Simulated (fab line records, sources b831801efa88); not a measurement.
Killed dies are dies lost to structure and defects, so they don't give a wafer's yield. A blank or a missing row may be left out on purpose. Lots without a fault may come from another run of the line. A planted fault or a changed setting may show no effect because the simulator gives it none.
A struck lot beside a sound one | flow sky130 | 46 steps out of a route of 708
Sound: wafers L969.1, L969.4, L969.5. Struck: wafers L962.1, L962.3, L962.4. The cause comes at the end.
At each step with rows: each side's tool, then ch and its chambers, then its first start. Under that, the readings that differ: sound wafers | struck wafers | difference of the means | sigmas: that difference in standard deviations of wafers without a fault.
alike: readings whose means differ by less than 2 such deviations, and words and numbers that are the same on both sides. not compared: withheld readings, readings that some wafer has no value for, bounds like >300 that may hide the same value, and numbers for which the record gives no deviation and whose values overlap.
The two part at a step that has a row with sigmas, a row that says differs or no value, or rows on one side only. Numbers that don't overlap but have no deviation are shown without sigmas and don't part them. A reading that every wafer of one side lacks parts them only if that side has two wafers or more.

first, 5 steps without rows for these wafers: SKY_VT_ADJUST_HVTP_COAT_02 (resist thk 1140 nm); SKY_VT_ADJUST_HVTP_SOFTBAKE_03 (time 60 s); SKY_VT_ADJUST_HVTP_EXPOSE_04 (exposes mask HVTPM, target cd 380 nm); SKY_VT_ADJUST_HVTP_PEB_05; SKY_VT_ADJUST_HVTP_DEVELOP_06 (develop time 60 s).
SKY_VT_ADJUST_HVTP_CD_MEAS_07: target cd 380 nm.
  sound on cd_sem-02, day 11 15:44; struck on cd_sem-01, day 10 01:28
  alike: cd_nm
SKY_VT_ADJUST_HVTP_OVL_MEAS_08:
  sound on overlay-02, day 11 15:52; struck on overlay-01, day 10 01:35
  alike: VT_ADJUST_HVTP_OVL
then, 1 step without rows for these wafers: SKY_VT_ADJUST_HVTP_IMPLANT_09.
SKY_VT_ADJUST_HVTP_STRIP_10: strips in O2/N2.
  sound on plasma_asher-04 ch 0,1, day 11 16:03; struck on plasma_asher-04 ch 0,1, day 10 01:46
  alike: drypump_motor_current_A, o2_flow_sccm, oes_product_au, strip_time_to_endpoint_s
  not compared: rf_hours_counter_h
SKY_VT_ADJUST_HVTP_TW_MEAS_11:
  sound on film_metro-04, day 11 16:09; struck on film_metro-04, day 10 01:52
  alike: VT_ADJUST_HVTP_TW
then, 2 steps without rows for these wafers: SKY_VT_ADJUST_LVTN_DEHYDRATE_00 (time 60 s); SKY_VT_ADJUST_LVTN_HMDS_01 (prime time 60 s).
SKY_VT_ADJUST_LVTN_COAT_02: resist thk 3000 nm.
  sound on litho_track-02 ch 0, day 12 03:07; struck on litho_track-03, day 10 13:35
  no value came back on the struck wafers for chill_plate_temp_C (C), dispense_pressure_kPa (kPa); on the sound wafers chill_plate_temp_C (C) reads 22.91 23.11 23.11
then, 4 steps without rows for these wafers: SKY_VT_ADJUST_LVTN_SOFTBAKE_03; SKY_VT_ADJUST_LVTN_EXPOSE_04 (exposes mask NWM COMPLEMENT LESS NATIVE, target cd 840 nm); SKY_VT_ADJUST_LVTN_PEB_05; SKY_VT_ADJUST_LVTN_DEVELOP_06 (develop time 60 s).
SKY_VT_ADJUST_LVTN_OVL_MEAS_07:
  sound on overlay-02, day 12 15:26; struck on overlay-01, day 11 00:41
  reading                 | sound          | struck | difference                    | sigmas
  VT_ADJUST_LVTN_OVL (nm) | -4.0 -3.2 -3.2 | - - -  | no value on the struck wafers |
then, 1 step without rows for these wafers: SKY_VT_ADJUST_LVTN_IMPLANT_08.
SKY_VT_ADJUST_LVTN_STRIP_09: strips in O2/N2.
  sound on plasma_asher-01 ch 1, day 12 15:38; struck on plasma_asher-01 ch 0,1, day 11 00:52
  no value came back on the struck wafers for oes_product_au (a.u.), strip_time_to_endpoint_s (s); on the sound wafers oes_product_au (a.u.) reads 0.722 0.720 0.724
  alike: drypump_motor_current_A, o2_flow_sccm
  not compared: rf_hours_counter_h
SKY_VT_ADJUST_LVTN_TW_MEAS_10:
  sound on film_metro-04, day 12 15:44; struck on film_metro-04, day 11 00:58
  alike: VT_ADJUST_LVTN_TW
then, 7 steps without rows for these wafers: SKY_VT_ADJUST_LVTN_DEHYDRATE_11 (time 60 s); SKY_VT_ADJUST_LVTN_HMDS_12 (prime time 60 s); SKY_VT_ADJUST_LVTN_COAT_13 (resist thk 1140 nm); SKY_VT_ADJUST_LVTN_SOFTBAKE_14 (time 60 s); SKY_VT_ADJUST_LVTN_EXPOSE_15 (exposes mask HVN STD DERIVED, target cd 600 nm); SKY_VT_ADJUST_LVTN_PEB_16; SKY_VT_ADJUST_LVTN_DEVELOP_17 (develop time 60 s).
SKY_VT_ADJUST_LVTN_OVL_MEAS_18:
  sound on overlay-02, day 13 14:53; struck on overlay-02, day 11 23:35
  alike: VT_ADJUST_LVTN_01_OVL
then, 1 step without rows for these wafers: SKY_VT_ADJUST_LVTN_IMPLANT_19.
SKY_VT_ADJUST_LVTN_STRIP_20: strips in O2/N2.
  sound on plasma_asher-03 ch 0,1, day 13 15:04; struck on plasma_asher-01 ch 0,1, day 11 23:46
  alike: drypump_motor_current_A, o2_flow_sccm, oes_product_au, strip_time_to_endpoint_s
  not compared: rf_hours_counter_h
SKY_VT_ADJUST_LVTN_TW_MEAS_21:
  sound on film_metro-04, day 13 15:10; struck on film_metro-04, day 11 23:52
  reading             | sound             | struck            | difference | sigmas
  VT_ADJUST_LVTN_2_TW | 189.1 188.2 188.9 | 267.7 265.3 266.7 | +77.8      | +49
then, 7 steps without rows for these wafers: SKY_VT_ADJUST_NCORE_DEHYDRATE_00 (time 60 s); SKY_VT_ADJUST_NCORE_HMDS_01 (prime time 60 s); SKY_VT_ADJUST_NCORE_COAT_02 (resist thk 1140 nm); SKY_VT_ADJUST_NCORE_SOFTBAKE_03 (time 60 s); SKY_VT_ADJUST_NCORE_EXPOSE_04 (exposes mask LVTN COMPLEMENT THIN, target cd 380 nm); SKY_VT_ADJUST_NCORE_PEB_05; SKY_VT_ADJUST_NCORE_DEVELOP_06 (develop time 60 s).
SKY_VT_ADJUST_NCORE_CD_MEAS_07: target cd 380 nm.
  sound on cd_sem-02, day 14 16:05; struck on cd_sem-02, day 12 22:59
  alike: cd_nm
SKY_VT_ADJUST_NCORE_OVL_MEAS_08:
  sound on overlay-01, day 14 16:13; struck on overlay-02, day 12 23:07
  alike: VT_ADJUST_NCORE_OVL
then, 1 step without rows for these wafers: SKY_VT_ADJUST_NCORE_IMPLANT_09.
SKY_VT_ADJUST_NCORE_TW_MEAS_11:
  sound on film_metro-02, day 14 16:30; struck on film_metro-02, day 12 23:24
  reading            | sound             | struck            | difference | sigmas
  VT_ADJUST_NCORE_TW | 214.4 214.4 212.8 | 278.3 278.3 278.7 | +64.6      | +43
SKY_VT_ADJUST_HVTR_TW_MEAS_11:
  sound on film_metro-03, day 15 18:42; struck on film_metro-01, day 14 00:30
  reading           | sound             | struck            | difference | sigmas
  VT_ADJUST_HVTR_TW | 209.1 208.8 208.0 | 277.3 276.4 276.7 | +68.2      | +45
SKY_VT_ADJUST_PCH_TW_MEAS_10:
  sound on film_metro-02, day 16 21:51; struck on film_metro-03, day 15 02:35
  reading          | sound             | struck            | difference | sigmas
  VT_ADJUST_PCH_TW | 141.0 140.6 140.6 | 248.0 248.4 248.6 | +107.6     | +90
SKY_SONOS_TUNNEL_TW_MEAS_12:
  sound on film_metro-04, day 18 02:51; struck on film_metro-04, day 16 05:28
  reading         | sound             | struck            | difference | sigmas
  SONOS_TUNNEL_TW | 197.7 199.2 198.0 | 273.8 270.6 272.5 | +74.0      | +49

WHERE THEY PART
First at SKY_VT_ADJUST_LVTN_COAT_02; last, within this record, at SKY_SONOS_TUNNEL_TW_MEAS_12.

WHY: what the simulator had put in
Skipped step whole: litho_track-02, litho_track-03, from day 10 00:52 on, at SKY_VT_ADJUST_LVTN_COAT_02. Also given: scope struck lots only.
